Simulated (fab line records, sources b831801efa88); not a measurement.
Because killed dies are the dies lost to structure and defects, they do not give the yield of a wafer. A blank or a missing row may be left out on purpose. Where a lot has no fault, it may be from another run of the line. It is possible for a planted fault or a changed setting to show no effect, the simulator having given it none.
Shared-tool check | flow sky130 | 13 lots and 39 wafers in the sample

== WHAT PROMPTED THE OPENING ==
1 of 13 lots carry a flag on the reading VT_ADJUST_PCH_TW at SKY_VT_ADJUST_PCH_TW_MEAS_10. Wafers without a fault read 142.3, standard deviation 1.2.
Rule: a lot gets a flag if all its wafers with a number sit over 4 standard deviations from that mean, or if no wafer of it has a number. All remaining lots are regarded as sound.

lot  | measured     | on            | VT_ADJUST_PCH_TW, wafer by wafer | flag
L922 | day 10 06:30 | film_metro-03 | 142.2 142.1 142.8                |
L924 | day 11 03:19 | film_metro-03 | 142.1 142.2 141.8                |
L928 | day 12 11:17 | film_metro-02 | 30.0 30.2 30.0                   | FLAGGED
L934 | day 14 06:49 | film_metro-03 | 142.6 143.4 142.5                |
L935 | day 14 19:25 | film_metro-04 | 140.6 140.8 141.7                |
L936 | day 15 00:38 | film_metro-04 | 141.3 142.0 141.0                |
L937 | day 15 03:38 | film_metro-02 | 143.4 142.3 143.3                |
L939 | day 16 03:23 | film_metro-04 | 141.1 140.5 140.7                |
L941 | day 16 15:11 | film_metro-03 | 144.4 143.3 144.3                |
L942 | day 16 22:08 | film_metro-02 | 143.3 142.3 142.9                |
L943 | day 17 07:40 | film_metro-02 | 143.0 142.2 141.8                |
L944 | day 17 12:44 | film_metro-02 | 142.3 142.7 143.4                |
L945 | day 17 22:26 | film_metro-03 | 143.5 143.1 143.0                |
The mean of the flagged lots' numbers is 30.1, -112.2 from the usual (-94 standard deviations).

== WHICH TOOL RAN EACH LOT ==
The record keeps 1 process step preceding the reading, out of 708 steps on the route. In each cell: the tool, then ch and the chambers that the sampled wafers went through, then the start.
lot  | flag    | SKY_VT_ADJUST_PCH_EXPOSE_04
L922 |         | iline_stepper-02 ch 0, day 9 19:07
L924 |         | iline_stepper-02 ch 0, day 10 15:22
L928 | FLAGGED | iline_stepper-01 ch 0, day 11 22:04
L934 |         | iline_stepper-02 ch 0, day 13 17:27
L935 |         | iline_stepper-02 ch 0, day 14 05:40
L936 |         | iline_stepper-02 ch 0, day 14 11:13
L937 |         | iline_stepper-01 ch 0, day 14 13:59
L939 |         | iline_stepper-01 ch 0, day 15 13:09
L941 |         | iline_stepper-01 ch 0, day 16 01:21
L942 |         | iline_stepper-01 ch 0, day 16 07:54
L943 |         | iline_stepper-01 ch 0, day 16 16:47
L944 |         | iline_stepper-02 ch 0, day 16 21:58
L945 |         | iline_stepper-02 ch 0, day 17 07:34
What these steps do:
- SKY_VT_ADJUST_PCH_EXPOSE_04: exposes mask NWM, target cd 840 nm.
- SKY_VT_ADJUST_PCH_TW_MEAS_10

== FLAGGED AGAINST TOTAL, ONE TOOL AT A TIME (gauges that did the reading follow at the end) ==
step                         | tool             | lots run | flagged | share of the flagged lots | sound lots run after its first flagged lot
SKY_VT_ADJUST_PCH_EXPOSE_04  | iline_stepper-01 | 6        | 1       | all                       | 5 (L937,L939,L941,L942,L943)
SKY_VT_ADJUST_PCH_EXPOSE_04  | iline_stepper-02 | 7        | 0       | none                      | -
SKY_VT_ADJUST_PCH_TW_MEAS_10 | film_metro-02    | 5        | 1       | all                       | 4 (L937,L942,L943,L944)
SKY_VT_ADJUST_PCH_TW_MEAS_10 | film_metro-03    | 5        | 0       | none                      | -
SKY_VT_ADJUST_PCH_TW_MEAS_10 | film_metro-04    | 3        | 0       | none                      | -

== WHAT THE TABLE ALLOWS ==
In 2 table rows, all flagged lots were run: iline_stepper-01 (SKY_VT_ADJUST_PCH_EXPOSE_04), film_metro-02 (SKY_VT_ADJUST_PCH_TW_MEAS_10).
- iline_stepper-01 at SKY_VT_ADJUST_PCH_EXPOSE_04 ran 6 lots, 1 of them flagged. Lots that were sound ran on it after the first flagged one (L937, L939, L941, L942, L943); a persistent fault on the entire tool would not allow that.
- film_metro-02 at SKY_VT_ADJUST_PCH_TW_MEAS_10 ran 5 lots, 1 of them flagged. Lots that were sound ran on it after the first flagged one (L937, L942, L943, L944); a persistent fault on the entire tool would not allow that.
Every row of the table either missed a flagged lot or ran a sound lot after the first.

== WHAT WAS PUT IN BY THE SIMULATOR ==
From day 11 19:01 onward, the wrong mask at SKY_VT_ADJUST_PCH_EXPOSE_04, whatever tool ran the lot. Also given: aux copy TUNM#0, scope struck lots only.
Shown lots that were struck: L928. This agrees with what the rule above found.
